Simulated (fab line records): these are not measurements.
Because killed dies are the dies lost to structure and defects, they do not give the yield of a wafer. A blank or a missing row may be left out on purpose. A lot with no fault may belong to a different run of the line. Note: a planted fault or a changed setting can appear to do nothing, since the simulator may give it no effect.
A struck lot beside a sound one | flow sfq-line | 42 out of 325 route steps
Sound: the wafers L371.1, L371.2, L371.5. Struck: wafer L385.4. (L385.2 of the same lot was not struck and is left out.) The cause comes at the end.
Order at every step that has rows: each side's tool, ch and its chambers, its first start. Under that, the readings that differ: sound wafers | struck wafers | difference of the means | sigmas: that difference in standard deviations of wafers without a fault.
alike: readings with means less than 2 such deviations apart, plus words and numbers identical on both sides. not compared: withheld readings, readings lacking a value on some wafer, bounds such as >300 that could conceal the same value, and numbers that have no deviation in the record and whose values overlap.
The two part at a step that has a row with sigmas, a row that says differs or no value, or rows on one side only. Numbers that don't overlap but have no deviation are shown without sigmas and don't part them. A reading missing from all wafers of one side parts the sides only when that side holds two or more wafers.

first, 6 steps without rows for these wafers: SFQ_TRILAYER_M4_LITHO_COAT_098 (resist thk 62 nm); SFQ_TRILAYER_M4_LITHO_COAT_093 (resist thk 600 nm); SFQ_TRILAYER_M4_LITHO_SOFTBAKE_097; SFQ_TRILAYER_M4_LITHO_EXPOSE_094 (exposes mask M4, target cd 500 nm); SFQ_TRILAYER_M4_LITHO_PEB_096 (peb time 60 s); SFQ_TRILAYER_M4_LITHO_DEVELOP_095 (time 60 s).
SFQ_M4_OVL_MEAS_926:
  sound on overlay-01, day 42 10:50; struck on overlay-01, day 56 11:15
  alike: M4_OVL
SFQ_TRILAYER_M4_BARC_OPEN_METAL_ETCH_123: etches BARC in O2, target depth 125 nm, time 41.7 s.
  sound on rie-metal-04 ch 0,1, day 42 10:52; struck on rie-metal-02 ch 0, day 56 11:18
  reading                     | sound       | struck | difference | sigmas
  drypump-motor-current-A (A) | 5.3 5.0 5.3 | 6.4    | +1.2       | +2
  alike: oes-product-au
  not compared: rf-hours-counter-h
then, 1 step without rows for these wafers: SFQ_TRILAYER_M4_ETCH_METAL_ETCH_096 (etches Nb in Cl2/Ar, stops on SiO2, target depth 240 nm, time 120 s).
SFQ_TRILAYER_M4_STRIP_STRIP_097: strips in O2.
  sound on rie-metal-04 ch 0,1, day 42 11:03; struck on rie-metal-02 ch 0, day 56 11:51
  reading                     | sound       | struck | difference | sigmas
  drypump-motor-current-A (A) | 5.2 5.0 5.3 | 6.4    | +1.2       | +2
  alike: oes-product-au, platen-temp-c
  not compared: rf-hours-counter-h
then, 1 step without rows for these wafers: SFQ_TRILAYER_M4_STRIP_SOLV_CLEAN_098 (cleans in NMP, time 600 s).
SFQ_TRILAYER_I4_DEP_PECVD_099: deposits SiO2 from SiH4/N2O, time 111.11 s, target thk 500 nm.
  sound on pecvd-04 ch 1,2, day 42 11:50; struck on pecvd-01 ch 2, day 56 13:01
  alike: heater-power-w, susceptor-temp-C, throttle-valve-pct
  not compared: since-wet-clean-h
SFQ_TRILAYER_I4_CMP_CMP_100: polishes SiO2.
  sound on cmp-01 ch 1,2, day 42 19:47; struck on cmp-01 ch 2, day 56 15:25
  reading                                             | sound             | struck | difference | sigmas
  time-to-endpoint-s (s)                              | 213 212 219       | 232    | +17        | +2
  model.SiO2_of_TRILAYER_I4_DEP_PECVD_099.thk-nm (nm) | 197.8 201.1 199.5 | 178.4  | -21.1      |
  alike: head-pressure-psi, motor-current-A
SFQ_I4_BOW_MEAS_927:
  sound on film-metro-01, day 42 22:47; struck on film-metro-02, day 56 18:26
  alike: I4_BOW
SFQ_TRILAYER_I4_METRO_MEASURE_101:
  sound on film-metro-01, day 42 22:54; struck on film-metro-02, day 56 18:44
  reading     | sound             | struck | difference | sigmas
  thk-nm (nm) | 197.6 201.0 199.5 | 178.5  | -20.9      | -24
then, 6 steps without rows for these wafers: SFQ_TRILAYER_I4_VIA_LITHO_COAT_108 (resist thk 62 nm); SFQ_TRILAYER_I4_VIA_LITHO_COAT_103 (resist thk 650 nm); SFQ_TRILAYER_I4_VIA_LITHO_SOFTBAKE_107; SFQ_TRILAYER_I4_VIA_LITHO_EXPOSE_104 (exposes mask I4, target cd 700 nm); SFQ_TRILAYER_I4_VIA_LITHO_PEB_106 (peb time 60 s); SFQ_TRILAYER_I4_VIA_LITHO_DEVELOP_105 (time 60 s).
-- the record jumps here: 5 days lie between the struck wafers' starts before and after --
SFQ_I4_OVL_MEAS_928:
  sound on overlay-02, day 48 20:10; struck on overlay-01, day 61 07:46
  alike: I4_OVL
SFQ_TRILAYER_I4_VIA_BARC_OPEN_VIA_ETCH_146: etches BARC in O2, target depth 125 nm, time 41.7 s.
  sound on rie-diel-04 ch 0,1,3, day 48 20:12; struck on rie-diel-01 ch 2, day 61 07:48
  alike: drypump-motor-current-A, oes-product-au
  not compared: rf-hours-counter-h
SFQ_TRILAYER_I4_VIA_ETCH_VIA_ETCH_106: etches SiO2 in CHF3, stops on Nb, target depth 260 nm.
  sound on rie-diel-04 ch 0,1,3, day 48 20:14; struck on rie-diel-01 ch 2, day 61 07:50
  reading                        | sound             | struck | difference | sigmas
  oes-product-au (a.u.)          | 0.857 0.853 0.858 | 0.806  | -0.050     | -10
  model.etch.depth-nm (nm)       | 197.8 201.1 199.5 | 178.4  | -21.1      |
  model.I4.feature-depth-nm (nm) | 197.8 201.1 199.5 | 178.4  | -21.1      |
  alike: drypump-motor-current-A
then, 7 steps without rows for these wafers: SFQ_TRILAYER_I4_VIA_STRIP_STRIP_107 (strips in O2); SFQ_TRILAYER_I4_VIA_STRIP_SOLV_CLEAN_108 (cleans in NMP, time 600 s); SFQ_TRILAYER_JJ_TRILAYER_DEP_PRE_CLEAN_113 (time 22.5 s); SFQ_TRILAYER_JJ_TRILAYER_DEP_SPUTTER_109 (material Nb, target thk 150 nm, time 100 s); SFQ_TRILAYER_JJ_TRILAYER_DEP_SPUTTER_110 (material Al, target thk 8 nm, time 10 s); SFQ_TRILAYER_JJ_TRILAYER_DEP_AL_OXIDATION_111 (oxidation time 600 s); SFQ_TRILAYER_JJ_TRILAYER_DEP_SPUTTER_112 (material Nb, target thk 170 nm, time 113.3 s).
SFQ_JJ_RS_MEAS_929: a four-point-probe measurement.
  sound on film-metro-03, day 48 22:20; struck on film-metro-03, day 61 09:57
  alike: JJ_NB_RS
then, 6 steps without rows for these wafers: SFQ_TRILAYER_JJ_CE_LITHO_COAT_119 (resist thk 62 nm); SFQ_TRILAYER_JJ_CE_LITHO_COAT_114 (resist thk 600 nm); SFQ_TRILAYER_JJ_CE_LITHO_SOFTBAKE_118; SFQ_TRILAYER_JJ_CE_LITHO_EXPOSE_115 (exposes mask J5, target cd 700 nm); SFQ_TRILAYER_JJ_CE_LITHO_PEB_117 (peb time 60 s); SFQ_TRILAYER_JJ_CE_LITHO_DEVELOP_116 (time 60 s).
-- the record jumps here: 4 days lie between the struck wafers' starts before and after --
SFQ_JJ_OVL_MEAS_931:
  sound on overlay-02, day 54 03:23; struck on overlay-02, day 65 00:34
  alike: J5_OVL
SFQ_TRILAYER_JJ_CE_METRO_MEASURE_117:
  sound on cd-sem-02, day 54 03:25; struck on cd-sem-02, day 65 00:48
  reading    | sound             | struck | difference | sigmas
  cd-nm (nm) | 701.2 700.8 702.4 | 697.3  | -4.2       | -3
then, 1 step without rows for these wafers: SFQ_TRILAYER_JJ_CE_BARC_OPEN_RIE_150 (chemistry O2, target BARC, target depth 240 nm, time 80 s).
-- the record jumps here: 4 days lie between the struck wafers' starts before and after --
SFQ_TRILAYER_M5_ETCH_METAL_ETCH_126: etches Nb in Cl2/BCl3, stops on SiO2, time 203.2 s, target depth 265 nm.
  sound on rie-metal-04 ch 0,1, day 59 11:28; struck on rie-metal-03 ch 1, day 68 21:40
  reading                                             | sound             | struck | difference | sigmas
  model.SiO2_of_TRILAYER_I4_DEP_PECVD_099.thk-nm (nm) | 177.9 181.3 179.7 | 158.6  | -21.0      |
  alike: drypump-motor-current-A, oes-product-au
  not compared: rf-hours-counter-h

## WHERE THEY PART
Earliest at SFQ_TRILAYER_M4_BARC_OPEN_METAL_ETCH_123; latest, in this record, at SFQ_TRILAYER_JJ_CE_METRO_MEASURE_117. Later steps at which nothing parts them and some readings are alike: SFQ_TRILAYER_M5_ETCH_METAL_ETCH_126.

WHY: what the simulator had put in
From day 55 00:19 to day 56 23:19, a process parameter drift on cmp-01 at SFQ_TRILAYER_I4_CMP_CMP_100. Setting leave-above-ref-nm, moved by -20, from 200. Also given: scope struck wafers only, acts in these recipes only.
